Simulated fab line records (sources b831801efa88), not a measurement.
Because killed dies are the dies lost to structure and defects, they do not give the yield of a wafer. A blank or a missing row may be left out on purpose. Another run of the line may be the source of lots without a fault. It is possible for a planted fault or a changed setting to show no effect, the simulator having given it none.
Matching of chambers -- flow gf180mcu -- 4 sister chambers for GF_V2_ETCH_16 on rie diel-02
The step etches BARC in N2/H2. 8 wafers are shown with their chamber, then 7 later ones without.

## EACH WAFER AND ITS CHAMBER
wafer,chamber,drypump motor current A (A),oes product au (a.u.)
L770.4,0,5.4,0.854
L771.4,0,5.4,0.852
L776.4,2,5.5,0.859
L784.1,1,6.2,0.852
L784.3,3,5.8,0.852
L784.6,3,5.8,0.856
L789.1,2,5.5,0.860
L789.2,1,6.3,0.850

## WAFERS WITH NO CHAMBER GIVEN
wafer,drypump motor current A (A),oes product au (a.u.)
L789.6,5.5,0.856
L791.1,6.3,0.856
L791.3,5.8,0.846
L791.5,5.5,0.854
L792.2,5.4,0.850
L792.3,5.5,0.853
L792.6,5.4,0.854

## EACH ONE'S CHAMBER
wafer,from the rows above,in truth
L789.6,can't be placed: 2 or 0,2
L791.1,1,1
L791.3,3,3
L791.5,can't be placed: 0 or 2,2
L792.2,0,0
L792.3,can't be placed: 0 or 2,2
L792.6,0,0
Correct placement for 4 of the 7. Not placeable from these rows: 3 (in 3, the candidates include the true chamber). Wrongly placed: 0.
How it was worked out, from the rows above alone: a wafer's distance from a chamber is the root of the sum, over the readings, of the square of ((its reading less the chamber's mean) divided by the reading's scatter). If the next closest chamber is less than 2 further off than the closest, the wafer can't be placed; otherwise it belongs to the closest. Each chamber's mean is taken over the wafers shown for it. How the scatter is found: for the shown wafers, subtract from each reading the mean of its chamber, square and add these, divide the total by (wafers less chambers), then take the root.
